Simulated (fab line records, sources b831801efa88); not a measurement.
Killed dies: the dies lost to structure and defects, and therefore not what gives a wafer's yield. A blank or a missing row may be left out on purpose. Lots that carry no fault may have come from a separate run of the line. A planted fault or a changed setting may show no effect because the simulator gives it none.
Problem report in the 8D (eight disciplines) form, filled by code | flow sky130 | the parts of the form that need people (team, actions taken, sign-off) are left out

== 1. WHAT IS WRONG ==
beamEnergyKeV at SKY_LDD_N_IMPLANT_09 reads a mean of 17.782 on 6 wafers of 2 lots; wafers without a fault read 19.998 with a standard deviation of 0.0068. That is -99 or more standard deviations from the usual mean.
Seen first at day 21 10:09 on implanter-01, wafer L245.1. The record has a number at this step for 18 wafers belonging to 6 lots. Rule for "out", or "out of limits": more than 4 standard deviations from the usual mean. All remaining wafers that have a number are taken as sound.

== 2. WHAT IT IS, WHAT IT ISN'T ==
question                    | is                     | is not
which readings at this step | beamEnergyKeV          | -
which lots                  | L245, L247             | L235, L237, L255, L258
which wafers of those lots  | all that have a number | -
read on which tools         | implanter-01           | implanter-02, implanter-03
when                        | from day 21 10:09      | up to then (6 sound wafers); but 6 sound wafers of L255, L258 came after

== 3. THE SUSPECTS, EACH WITH WHAT RULES IT OUT ==
Counting: a tool at a process step up to the reading stays a suspect if it ran every lot that is out and no sound lot after the first of them.
- implanter-01 at SKY_LDD_N_IMPLANT_09: kept. All lots that are out passed through it, beginning with L245 at day 21 10:09, and no sound lot followed; its final sound lot before that point was L237 at day 18 08:12. Its own readings are out on those wafers: beamEnergyKeV.
After counting, what remains is implanter-01 at SKY_LDD_N_IMPLANT_09.

== 4. THE CAUSE (what the simulator had put in) ==
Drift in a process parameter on implanter-01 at SKY_LDD_N_IMPLANT_09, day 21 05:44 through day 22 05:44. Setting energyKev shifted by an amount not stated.
The count eliminated every tool but this one.

== 5. THE CHAIN OF EFFECTS, in route order ==
Rows list readings where the struck wafers' mean (over those with a number) sits beyond 3 standard deviations from the usual. Only readings for which the record gives a usual standard deviation are gone through. hours: the time from each lot's start at the first step in this table that gives one to its start at this step, as a median over the lots. sigmas: the change in usual standard deviations.
hours | step                 | reading       | usual  | on struck wafers | change | sigmas
0     | SKY_LDD_N_IMPLANT_09 | beamEnergyKeV | 19.998 | 17.782           | -2.216 | -99 or more
It contains these process steps:
- SKY_LDD_N_IMPLANT_09

== 6. WHAT WOULD HAVE CAUGHT IT SOONER ==
4 hours passed between the start of the fault at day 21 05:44 and the first reading out of limits in this record, taken at day 21 10:09.
